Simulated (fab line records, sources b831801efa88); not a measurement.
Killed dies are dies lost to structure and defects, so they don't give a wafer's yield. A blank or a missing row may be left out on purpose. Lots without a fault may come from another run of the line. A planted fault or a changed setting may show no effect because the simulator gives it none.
Chamber matching | flow sky130 | SKY_LI_CONTACT_CMP_24 on cmp-02: 4 sister chambers
The step polishes, stops on PSG, t overpolish 20 s, target thk 0 nm. 8 wafers are shown with their chamber, then 7 later ones without.

WAFERS WITH THEIR CHAMBER
wafer  | chamber | motor_current_A (A) | time_to_endpoint_s (s)
L283.3 | 3       | 9.9                 | 104
L284.4 | 0       | 10.5                | 93
L284.5 | 1       | 13.6                | 95
L287.1 | 3       | 10.2                | 102
L287.2 | 2       | 11.5                | 104
L287.6 | 2       | 11.0                | 99
L298.3 | 0       | 9.7                 | 95
L298.5 | 1       | 13.8                | 93

WAFERS WITHOUT THEIR CHAMBER
wafer  | motor_current_A (A) | time_to_endpoint_s (s)
L298.6 | 11.5                | 97
L299.3 | 11.5                | 100
L299.4 | 13.0                | 97
L299.5 | 10.1                | 97
L301.1 | 10.1                | 103
L301.2 | 11.5                | 106
L301.3 | 12.8                | 101

WHICH CHAMBER EACH WENT THROUGH
wafer  | from the rows above     | in truth
L298.6 | can't be placed: 2 or 0 | 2
L299.3 | 2                       | 2
L299.4 | 1                       | 1
L299.5 | can't be placed: 0 or 3 | 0
L301.1 | 3                       | 3
L301.2 | 2                       | 2
L301.3 | can't be placed: 1 or 2 | 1
Placed correctly: 4 of 7. Can't be placed from these rows: 3 (the true chamber is among the candidates in 3). Placed wrongly: 0.
How it was worked out, from the rows above alone: a wafer's distance from a chamber is the root of the sum, over the readings, of the square of ((its reading less the chamber's mean) divided by the reading's scatter). The wafer belongs to the nearest chamber; if the next one is less than 2 further off, it can't be placed. A chamber's mean is the mean of its shown wafers. The scatter: the root of (the sum of the squares of (reading less its chamber's mean) over the shown wafers, divided by (wafers less chambers)).
